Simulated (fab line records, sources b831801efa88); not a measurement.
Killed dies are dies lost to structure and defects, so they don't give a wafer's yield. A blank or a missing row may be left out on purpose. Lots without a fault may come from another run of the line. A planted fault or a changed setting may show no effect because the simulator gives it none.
A struck lot beside a sound one | flow sfq_line | 43 steps out of a route of 325
Sound: wafers L413.3, L413.4, L413.6. Struck: wafer L404.1. (L404.3, L404.4 of the same lot were not struck and are left out.) The cause comes at the end.
At each step with rows: each side's tool, then ch and its chambers, then its first start. Under that, the readings that differ: sound wafers | struck wafers | difference of the means | sigmas: that difference in standard deviations of wafers without a fault.
alike: readings whose means differ by less than 2 such deviations, and words and numbers that are the same on both sides. not compared: withheld readings, readings that some wafer has no value for, bounds like >300 that may hide the same value, and numbers for which the record gives no deviation and whose values overlap.
The two part at a step that has a row with sigmas, a row that says differs or no value, or rows on one side only. Numbers that don't overlap but have no deviation are shown without sigmas and don't part them. A reading that every wafer of one side lacks parts them only if that side has two wafers or more.

first, 6 steps without rows for these wafers: SFQ_TRILAYER_M4_LITHO_COAT_098 (resist thk 62 nm); SFQ_TRILAYER_M4_LITHO_COAT_093 (resist thk 600 nm); SFQ_TRILAYER_M4_LITHO_SOFTBAKE_097; SFQ_TRILAYER_M4_LITHO_EXPOSE_094 (exposes mask M4, target cd 500 nm); SFQ_TRILAYER_M4_LITHO_PEB_096 (peb time 60 s); SFQ_TRILAYER_M4_LITHO_DEVELOP_095 (time 60 s).
SFQ_M4_OVL_MEAS_926:
  sound on overlay-01, day 55 07:43; struck on overlay-01, day 52 15:05
  alike: M4_OVL
SFQ_TRILAYER_M4_BARC_OPEN_METAL_ETCH_123: etches BARC in O2, target depth 125 nm, time 41.7 s.
  sound on rie_metal-04 ch 0,1, day 55 07:45; struck on rie_metal-02 ch 1, day 52 15:07
  reading                | sound | struck | difference                   | sigmas
  rf_hours_counter_h (h) | - - - | 30     | no value on the sound wafers |
  alike: drypump_motor_current_A, oes_product_au
SFQ_TRILAYER_M4_ETCH_METAL_ETCH_096: etches Nb in Cl2/Ar, stops on SiO2, target depth 240 nm, time 120 s.
  sound on rie_metal-04 ch 0,1, day 55 07:50; struck on rie_metal-02 ch 1, day 52 15:10
  reading                | sound | struck | difference                   | sigmas
  rf_hours_counter_h (h) | - - - | 31     | no value on the sound wafers |
  alike: drypump_motor_current_A, oes_product_au
then, 3 steps without rows for these wafers: SFQ_TRILAYER_M4_STRIP_STRIP_097 (strips in O2); SFQ_TRILAYER_M4_STRIP_SOLV_CLEAN_098 (cleans in NMP, time 600 s); SFQ_TRILAYER_I4_DEP_PECVD_099 (deposits SiO2 from SiH4/N2O, time 111.11 s, target thk 500 nm).
SFQ_TRILAYER_I4_CMP_CMP_100: polishes SiO2.
  sound on cmp-02 ch 0,1,3, day 55 18:01; struck on cmp-01 ch 2, day 52 18:54
  reading                                             | sound             | struck | difference | sigmas
  time_to_endpoint_s (s)                              | 208 220 206       | 281    | +70        | +8
  model.SiO2_of_TRILAYER_I4_DEP_PECVD_099.thk_nm (nm) | 200.5 199.8 198.8 | 303.5  | +103.8     |
  alike: motor_current_A
SFQ_I4_BOW_MEAS_927:
  sound on film_metro-03, day 55 20:04; struck on film_metro-03, day 52 21:24
  reading     | sound   | struck | difference | sigmas
  I4_BOW (um) | 5 -12 0 | 25     | +27        | +2
SFQ_TRILAYER_I4_METRO_MEASURE_101:
  sound on film_metro-03, day 55 20:32; struck on film_metro-03, day 52 21:31
  reading     | sound             | struck | difference | sigmas
  thk_nm (nm) | 200.5 200.0 198.8 | 303.5  | +103.7     | +86
then, 6 steps without rows for these wafers: SFQ_TRILAYER_I4_VIA_LITHO_COAT_108 (resist thk 62 nm); SFQ_TRILAYER_I4_VIA_LITHO_COAT_103 (resist thk 650 nm); SFQ_TRILAYER_I4_VIA_LITHO_SOFTBAKE_107; SFQ_TRILAYER_I4_VIA_LITHO_EXPOSE_104 (exposes mask I4, target cd 700 nm); SFQ_TRILAYER_I4_VIA_LITHO_PEB_106 (peb time 60 s); SFQ_TRILAYER_I4_VIA_LITHO_DEVELOP_105 (time 60 s).
-- the record jumps here: 4 days lie between the struck wafers' starts before and after --
SFQ_I4_OVL_MEAS_928:
  sound on overlay-02, day 59 14:36; struck on overlay-01, day 57 05:17
  alike: I4_OVL
then, 1 step without rows for these wafers: SFQ_TRILAYER_I4_VIA_BARC_OPEN_VIA_ETCH_146 (etches BARC in O2, target depth 125 nm, time 41.7 s).
SFQ_TRILAYER_I4_VIA_ETCH_VIA_ETCH_106: etches SiO2 in CHF3, stops on Nb, target depth 260 nm.
  sound on rie_diel-04 ch 0,2,3, day 59 14:40; struck on rie_diel-03 ch 0, day 57 05:22
  reading                        | sound             | struck | difference | sigmas
  oes_product_au (a.u.)          | 0.857 0.855 0.845 | 0.989  | +0.137     | +26
  model.etch.depth_nm (nm)       | 200.5 199.8 198.8 | 254.6  | +54.9      |
  model.I4.feature_depth_nm (nm) | 200.5 199.8 198.8 | 254.6  | +54.9      |
  alike: drypump_motor_current_A
then, 3 steps without rows for these wafers: SFQ_TRILAYER_I4_VIA_STRIP_STRIP_107 (strips in O2); SFQ_TRILAYER_I4_VIA_STRIP_SOLV_CLEAN_108 (cleans in NMP, time 600 s); SFQ_TRILAYER_JJ_TRILAYER_DEP_PRE_CLEAN_113 (time 22.5 s).
SFQ_TRILAYER_JJ_TRILAYER_DEP_SPUTTER_109: material Nb, target thk 150 nm, time 100 s.
  sound on pvd_sputter-03, day 59 15:35; struck on pvd_sputter-05, day 57 06:17
  alike: throttle_valve_pct
then, 2 steps without rows for these wafers: SFQ_TRILAYER_JJ_TRILAYER_DEP_SPUTTER_110 (material Al, target thk 8 nm, time 10 s); SFQ_TRILAYER_JJ_TRILAYER_DEP_AL_OXIDATION_111 (oxidation time 600 s).
SFQ_TRILAYER_JJ_TRILAYER_DEP_SPUTTER_112: material Nb, target thk 170 nm, time 113.3 s.
  sound on pvd_sputter-03, day 59 16:41; struck on pvd_sputter-05, day 57 07:23
  alike: throttle_valve_pct
SFQ_JJ_RS_MEAS_929: measures by four-point-probe.
  sound on film_metro-03, day 59 16:48; struck on film_metro-03, day 57 07:28
  alike: JJ_NB_RS
then, 6 steps without rows for these wafers: SFQ_TRILAYER_JJ_CE_LITHO_COAT_119 (resist thk 62 nm); SFQ_TRILAYER_JJ_CE_LITHO_COAT_114 (resist thk 600 nm); SFQ_TRILAYER_JJ_CE_LITHO_SOFTBAKE_118; SFQ_TRILAYER_JJ_CE_LITHO_EXPOSE_115 (exposes mask J5, target cd 700 nm); SFQ_TRILAYER_JJ_CE_LITHO_PEB_117 (peb time 60 s); SFQ_TRILAYER_JJ_CE_LITHO_DEVELOP_116 (time 60 s).
-- the record jumps here: 3 days lie between the struck wafers' starts before and after --
SFQ_JJ_OVL_MEAS_931:
  sound on overlay-01, day 64 02:34; struck on overlay-01, day 60 16:41
  alike: J5_OVL
SFQ_TRILAYER_JJ_CE_METRO_MEASURE_117:
  sound on cd_sem-01, day 64 03:00; struck on cd_sem-01, day 60 16:43
  alike: cd_nm
then, 1 step without rows for these wafers: SFQ_TRILAYER_JJ_CE_BARC_OPEN_RIE_150 (chemistry O2, target BARC, target depth 240 nm, time 80 s).
SFQ_TRILAYER_M5_ETCH_METAL_ETCH_126: etches Nb in Cl2/BCl3, stops on SiO2, time 203.2 s, target depth 265 nm.
  sound on rie_metal-03 ch 0,1, day 64 15:11; struck on rie_metal-02 ch 0, day 61 06:08
  reading                                             | sound             | struck | difference                   | sigmas
  rf_hours_counter_h (h)                              | - - -             | 48     | no value on the sound wafers |
  model.SiO2_of_TRILAYER_I4_DEP_PECVD_099.thk_nm (nm) | 180.4 180.5 179.5 | 283.7  | +103.6                       |
  alike: drypump_motor_current_A, oes_product_au
-- the record jumps here: 18 days lie between the struck wafers' starts before and after --
SFQ_M8_BOW_MEAS_951:
  sound on film_metro-04, day 81 11:49; struck on film_metro-01, day 79 04:14
  reading                 | sound             | struck | difference | sigmas
  model.etest.i4.link_ohm | 2.166 2.138 2.137 | 1e+06  | +1e+06     |
  alike: M8_BOW

WHERE THEY PART
First at SFQ_TRILAYER_M4_BARC_OPEN_METAL_ETCH_123; last, within this record, at SFQ_TRILAYER_M5_ETCH_METAL_ETCH_126. Later steps at which nothing parts them and some readings are alike: SFQ_M8_BOW_MEAS_951.

WHY: what the simulator had put in
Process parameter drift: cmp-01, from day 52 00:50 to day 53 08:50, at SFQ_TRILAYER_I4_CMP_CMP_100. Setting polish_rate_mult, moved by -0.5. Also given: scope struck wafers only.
